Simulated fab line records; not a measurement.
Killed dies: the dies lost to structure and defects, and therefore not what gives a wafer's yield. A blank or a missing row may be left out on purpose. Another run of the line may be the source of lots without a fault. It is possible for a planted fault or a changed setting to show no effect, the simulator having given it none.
The tool behind it: which one?	flow gf180mcu	36 wafers from 12 lots sampled at 5 of the route's 602 steps

## WHAT EACH GAUGE READ, for each wafer
GF_TOP_METAL_CD_MEAS_14 targets a cd of 440 nm. Usual: cd_nm 440.0 nm, standard deviation 2.4.
lot	measured	on	cd_nm (nm)	flag
L469	day 28 06:45	cd_sem-02	435.0 438.5 440.4	
L473	day 29 15:29	cd_sem-01	441.9 441.0 440.3	
L479	day 31 12:00	cd_sem-02	435.0 439.1 438.4	
L481	day 32 01:26	cd_sem-02	440.9 441.4 441.5	
L482	day 32 04:09	cd_sem-02	439.4 442.2 439.8	
L483	day 32 12:07	cd_sem-01	439.6 439.6 439.9	
L484	day 32 15:28	cd_sem-02	436.7 437.3 436.7	
L486	day 33 05:36	cd_sem-01	440.7 442.7 443.6	
L487	day 33 07:24	cd_sem-01	441.4 443.5 439.8	
L489	day 33 20:45	cd_sem-02	436.4 437.3 437.8	
L490	day 34 01:48	cd_sem-01	443.1 441.7 442.6	
L491	day 34 08:26	cd_sem-01	439.9 439.9 439.2	

GF_PASSIVATION_THK_MEAS_01. Usual: PASSIVATION_CVD_00_THK 1001 nm, standard deviation 13.
lot	measured	on	PASSIVATION_CVD_00_THK (nm)	flag
L469	day 28 07:53	film_metro-03	1002 1012 1005	
L473	day 29 16:27	film_metro-03	998 1003 1010	
L479	day 31 12:58	film_metro-02	1013 902 1007	
L481	day 32 02:44	film_metro-03	1000 1001 914	
L482	day 32 05:10	film_metro-02	996 993 999	
L483	day 32 13:03	film_metro-03	1006 985 1009	
L484	day 32 16:24	film_metro-03	994 980 991	
L486	day 33 06:33	film_metro-01	997 1000 1003	
L487	day 33 08:21	film_metro-02	992 990 1005	
L489	day 33 21:42	film_metro-03	993 984 1005	
L490	day 34 02:45	film_metro-02	984 994 991	
L491	day 34 09:23	film_metro-02	992 980 1002	

## EACH LOT AND THE TOOL THAT RAN IT (in order: tool; ch and the chambers of the sampled wafers; start)
lot	GF_V4_SPUTTER_22	GF_TOP_METAL_METAL_ETCH_16	GF_PASSIVATION_CVD_00
L469	pvd_sputter-02, day 24 15:16	rie_metal-03 ch 0, day 28 07:02	pecvd-03 ch 0,1,2, day 28 07:49
L473	pvd_sputter-03, day 26 03:26	rie_metal-02 ch 0,1, day 29 15:38	pecvd-04 ch 0,1, day 29 16:22
L479	pvd_sputter-01, day 28 05:23	rie_metal-03 ch 0,1, day 31 12:09	pecvd-04 ch 0,2, day 31 12:53
L481	pvd_sputter-01, day 28 22:07	rie_metal-01 ch 0,1, day 32 01:35	pecvd-04 ch 0,1,2, day 32 02:40
L482	pvd_sputter-03, day 28 22:40	rie_metal-01 ch 0,1, day 32 04:18	pecvd-03 ch 0,2, day 32 05:05
L483	pvd_sputter-02, day 29 09:47	rie_metal-01 ch 0,1, day 32 12:14	pecvd-01 ch 0,1,2, day 32 12:58
L484	pvd_sputter-01, day 29 13:05	rie_metal-01 ch 0,1, day 32 15:35	pecvd-01 ch 0,2, day 32 16:19
L486	pvd_sputter-01, day 30 05:11	rie_metal-02 ch 0,1, day 33 05:45	pecvd-03 ch 1,2, day 33 06:29
L487	pvd_sputter-01, day 30 08:19	rie_metal-01 ch 0,1, day 33 07:33	pecvd-03 ch 1,2, day 33 08:17
L489	pvd_sputter-01, day 30 21:50	rie_metal-03 ch 0,1, day 33 20:54	pecvd-01 ch 0,1,2, day 33 21:38
L490	pvd_sputter-02, day 31 03:13	rie_metal-01 ch 0,1, day 34 01:57	pecvd-01 ch 0,1, day 34 02:41
L491	pvd_sputter-02, day 31 12:35	rie_metal-01 ch 0,1, day 34 08:35	pecvd-03 ch 1,2, day 34 09:19
- GF_V4_SPUTTER_22: material TiN, target thk 10 nm, time 40 s.
- GF_TOP_METAL_METAL_ETCH_16: etches the open film in Cl2/BCl3, stops on SiO2, target depth 1197 nm, time 192.1 s.
- GF_PASSIVATION_CVD_00: deposits SiO2 from TEOS, target thk 1000 nm, time 111.95 s.

## WHAT THE TOOLS THEMSELVES READ (means of the sampled wafers that have a number; where no wafer has one, the mark that the record gives instead)
GF_V4_SPUTTER_22. Usual: throttle_valve_pct 30.2 %, standard deviation 0.9.
lot	tool	throttle_valve_pct (%)	flag
L469	pvd_sputter-02	31.0	
L473	pvd_sputter-03	30.2	
L479	pvd_sputter-01	29.8	
L481	pvd_sputter-01	29.9	
L482	pvd_sputter-03	29.8	
L483	pvd_sputter-02	30.7	
L484	pvd_sputter-01	30.0	
L486	pvd_sputter-01	30.0	
L487	pvd_sputter-01	29.2	
L489	pvd_sputter-01	29.9	
L490	pvd_sputter-02	31.2	
L491	pvd_sputter-02	31.2	

GF_TOP_METAL_METAL_ETCH_16. Usual: drypump_motor_current_A 5.7 A, standard deviation 0.43; he_backside_leak_sccm 3.29 sccm, standard deviation 0.2; oes_product_au 0.998 a.u., standard deviation 0.006; throttle_valve_pct 28.221 %, standard deviation 0.01.
lot	tool	drypump_motor_current_A (A)	he_backside_leak_sccm (sccm)	oes_product_au (a.u.)	throttle_valve_pct (%)	flag
L469	rie_metal-03	5.2	3.49	1.000	28.223	
L473	rie_metal-02	5.3	3.19	1.002	28.222	
L479	rie_metal-03	5.5	3.31	1.005	28.212	
L481	rie_metal-01	5.9	3.17	0.997	28.223	
L482	rie_metal-01	5.9	3.17	0.995	28.227	
L483	rie_metal-01	5.9	3.17	0.998	28.224	
L484	rie_metal-01	5.9	3.26	1.000	28.209	
L486	rie_metal-02	5.7	3.51	0.994	28.231	
L487	rie_metal-01	5.9	3.08	0.993	28.225	
L489	rie_metal-03	5.3	3.43	0.992	28.235	
L490	rie_metal-01	5.9	3.14	0.997	28.216	
L491	rie_metal-01	5.9	3.13	0.990	28.227	

GF_PASSIVATION_CVD_00. Usual: heater_power_w 693 W, standard deviation 87.
lot	tool	heater_power_w (W)	flag
L469	pecvd-03	641	
L473	pecvd-04	730	
L479	pecvd-04	734	
L481	pecvd-04	748	
L482	pecvd-03	675	
L483	pecvd-01	730	
L484	pecvd-01	659	
L486	pecvd-03	648	
L487	pecvd-03	691	
L489	pecvd-01	738	
L490	pecvd-01	600	
L491	pecvd-03	669	

## THE ANSWER, worked out from the rows above alone
Rule: a lot is off if the mean of its wafers that have a number lies more than 3 standard deviations from the usual mean. A lot without any number at a reading at which 4 lots or more have one is off too. The other lots that the step has rows for count as sound. After the gauges, taken in route order, come the tools' own readings; for these a lot's mean is taken, as printed above. The first step at which some lot is off is used, and at that step the reading that is off furthest; a lot without a number counts as furthest.
No lot is off at any reading shown: from this, nothing can be told.

## WHAT HAD BEEN PUT IN BY THE SIMULATOR
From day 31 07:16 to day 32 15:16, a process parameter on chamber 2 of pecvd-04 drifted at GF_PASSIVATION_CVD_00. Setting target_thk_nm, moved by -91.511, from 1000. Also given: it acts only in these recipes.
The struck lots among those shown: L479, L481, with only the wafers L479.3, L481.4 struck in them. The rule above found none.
